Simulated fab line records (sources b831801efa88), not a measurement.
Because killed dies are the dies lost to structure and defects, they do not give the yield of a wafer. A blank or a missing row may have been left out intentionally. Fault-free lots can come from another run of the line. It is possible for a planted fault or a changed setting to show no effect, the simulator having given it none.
Chamber matching -- flow gf180mcu -- GF_V3_CMP_04 on cmp-01: 4 sister chambers
The step polishes SiO2. 8 wafers are shown with their chamber, then 7 later ones without.

== EACH WAFER AND ITS CHAMBER ==
wafer,chamber,motor-current-A (A),time-to-endpoint-s (s)
L810.3,0,13.1,83
L811.1,3,12.2,81
L813.1,3,12.1,88
L813.3,0,13.6,88
L812.1,1,14.1,83
L812.6,1,13.3,90
L818.3,2,11.1,83
L818.5,2,11.0,91

== WAFERS WHOSE CHAMBER IS MISSING ==
wafer,motor-current-A (A),time-to-endpoint-s (s)
L818.6,13.4,89
L827.2,12.2,70
L827.4,12.8,79
L827.6,12.9,72
L831.1,11.5,73
L831.3,12.0,72
L831.6,11.2,80

== EACH ONE'S CHAMBER ==
wafer,from the rows above,in truth
L818.6,can't be placed: 0 or 1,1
L827.2,can't be placed: 3 or 0 or 2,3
L827.4,can't be placed: 0 or 3 or 1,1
L827.6,can't be placed: 0 or 3 or 1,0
L831.1,can't be placed: 3 or 2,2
L831.3,can't be placed: 3 or 2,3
L831.6,can't be placed: 2 or 3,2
Placed correctly: 0 of 7. Can't be placed from these rows: 7 (the true chamber is among the candidates in 7). Number placed wrongly: 0.
How it was worked out, from the rows above alone: a wafer's distance from a chamber is the root of the sum, over the readings, of the square of ((its reading less the chamber's mean) divided by the reading's scatter). If the next closest chamber is less than 2 further off than the closest, the wafer can't be placed; otherwise it belongs to the closest. A chamber's mean is the mean of its shown wafers. The scatter: the root of (the sum of the squares of (reading less its chamber's mean) over the shown wafers, divided by (wafers less chambers)).
